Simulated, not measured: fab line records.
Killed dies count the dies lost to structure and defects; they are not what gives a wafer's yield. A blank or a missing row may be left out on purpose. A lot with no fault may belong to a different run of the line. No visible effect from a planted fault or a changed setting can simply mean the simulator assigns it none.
2 desks looking at one fault / flow sky130 / what lay behind the numbers comes last; until then each desk has only its own

AT THE METROLOGY DESK
What the gauges read for every lot (on any tool): the sampled wafers with a number, averaged. If a lot's mean is further than 4 standard deviations from the usual mean, the lot is out of limits and carries the mark OUT (the distance appears in the brackets).
Columns: A = VIA4_OVL at SKY_VIA4_OVL_MEAS_11, usual 0.1 nm; B = VIA4_W_RS at SKY_VIA4_RS_MEAS_19, usual 0.2256 ohm/sq; C = VIA4_W_THK at SKY_VIA4_THK_MEAS_20, usual 520 nm
lot=L193; first seen here=day 43 17:30; A=0.6; B=0.2224; C=528
lot=L194; first seen here=day 44 00:06; A=-1.4; B=0.2272; C=515
lot=L198; first seen here=day 44 03:13; A=1.1; B=0.2238; C=527
lot=L199; first seen here=day 44 17:55; A=0.2; B=0.2265; C=523
lot=L204; first seen here=day 45 09:27; A=1.9; B=0.2249; C=521
lot=L205; first seen here=day 46 00:49; A=0.2; B=0.2219; C=528
This desk's verdict: no lot among the 6 shows anything out of limits.

TOOL OWNER'S DESK, pvdSputter-01
The tool's own readings at SKY_METAL5_SPUTTER_00 (material Ti, target thk 15 nm, time 10 s): means of the sampled wafers that have a number, for each lot that ran on this tool. If a lot's mean is further than 4 standard deviations from the usual mean, the lot is out of limits and carries the mark OUT (the distance appears in the brackets).
Columns: A = throttleValvePct at SKY_METAL5_SPUTTER_00, usual 30.1 %
lot=L194; first seen here=day 44 01:47; A=30.5
lot=L198; first seen here=day 44 04:37; A=30.5
lot=L199; first seen here=day 44 19:18; A=30.6
This desk's verdict: no lot among the 3 shows anything out of limits.

TAKEN TOGETHER
The metrology desk saw nothing out of limits.
The desk of the tool owner found nothing out of limits.

WHAT THE SIMULATOR HAD PUT IN
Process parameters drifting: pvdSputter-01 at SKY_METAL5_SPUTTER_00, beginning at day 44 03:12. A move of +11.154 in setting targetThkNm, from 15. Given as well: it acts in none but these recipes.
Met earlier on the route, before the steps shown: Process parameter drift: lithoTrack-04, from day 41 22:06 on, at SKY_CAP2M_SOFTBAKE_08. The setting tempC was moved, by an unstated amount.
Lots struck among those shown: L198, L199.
